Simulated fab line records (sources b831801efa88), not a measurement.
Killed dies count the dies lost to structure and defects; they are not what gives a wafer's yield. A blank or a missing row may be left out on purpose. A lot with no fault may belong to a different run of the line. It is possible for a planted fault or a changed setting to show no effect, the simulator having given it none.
The same fault as seen by 2 desks | flow sky130 | every desk sees just its own numbers, and what lay behind them comes last

## FROM THE METROLOGY DESK
What the gauges read, lot by lot, whatever tool the lot ran on: means of the sampled wafers that have a number. The brackets show how far a lot's mean lies from the usual mean; more than 4 standard deviations puts the lot out of limits, marked OUT.
Columns: A = POLY_GATE_CVD_03_THK at SKY_POLY_GATE_THK_MEAS_04, usual 75.2 nm; B = cd-nm at SKY_POLY_GATE_CD_MEAS_13, usual 150.0 nm; C = POLY_GATE_OVL at SKY_POLY_GATE_OVL_MEAS_14, usual -5 nm; D = POLY_GATE_OXIDATION_THK at SKY_POLY_GATE_THK_MEAS_21, usual 3.98 nm; E = cd-nm at SKY_POLY_GATE_CD_MEAS_22, usual 149.5 nm; F = LDD_N_OVL at SKY_LDD_N_OVL_MEAS_07, usual 0.4 nm; G = LDD_N_TW at SKY_LDD_N_TW_MEAS_17, usual 2598
lot  | first seen here | A    | B     | C  | D    | E     | F    | G
L653 | day 16 00:55    | 75.1 | 149.1 | -5 | 4.02 | 149.3 | -0.9 | 2591
L655 | day 16 17:47    | 75.5 | 149.9 | -3 | 3.96 | 149.6 | 2.1  | 2611
L660 | day 18 15:23    | 75.8 | 151.7 | 6  | 3.88 | 150.4 | -1.2 | 2641
L662 | day 19 07:44    | 75.0 | 149.4 | -4 | 4.04 | 149.8 | 0.2  | 2575
L667 | day 21 03:02    | 74.6 | 150.2 | -3 | 3.97 | 150.4 | 0.8  | 2582
L670 | day 22 01:22    | 75.1 | 152.2 | -9 | 3.94 | 149.6 | 1.2  | 2567
This desk found nothing out of limits on any of the 6 lots.

## THE TOOL OWNER'S DESK: rie-diel-03
The tool's own readings at SKY_POLY_GATE_ETCH_15 (etches BARC in N2/H2, stops on SiO2, time 118.5 s, target depth 110 nm): means of the sampled wafers that have a number, for each lot that ran on this tool. The brackets show how far a lot's mean lies from the usual mean; more than 4 standard deviations puts the lot out of limits, marked OUT.
Columns: A = drypump-motor-current-A at SKY_POLY_GATE_ETCH_15, usual 5.7 A; B = oes-product-au at SKY_POLY_GATE_ETCH_15, usual 0.716 a.u.; C = throttle-valve-pct at SKY_POLY_GATE_ETCH_15, usual 13.213 %
lot  | first seen here | A   | B     | C
L655 | day 17 22:46    | 5.5 | 0.720 | 13.209
L660 | day 19 22:46    | 5.7 | 0.713 | 13.210
L662 | day 20 14:45    | 5.9 | 0.716 | 13.209
This desk found nothing out of limits on any of the 3 lots.

## BROUGHT TOGETHER
The metrology desk saw nothing out of limits.
Nothing out of limits was seen by the tool owner's desk.

## WHAT THE SIMULATOR HAD INSERTED
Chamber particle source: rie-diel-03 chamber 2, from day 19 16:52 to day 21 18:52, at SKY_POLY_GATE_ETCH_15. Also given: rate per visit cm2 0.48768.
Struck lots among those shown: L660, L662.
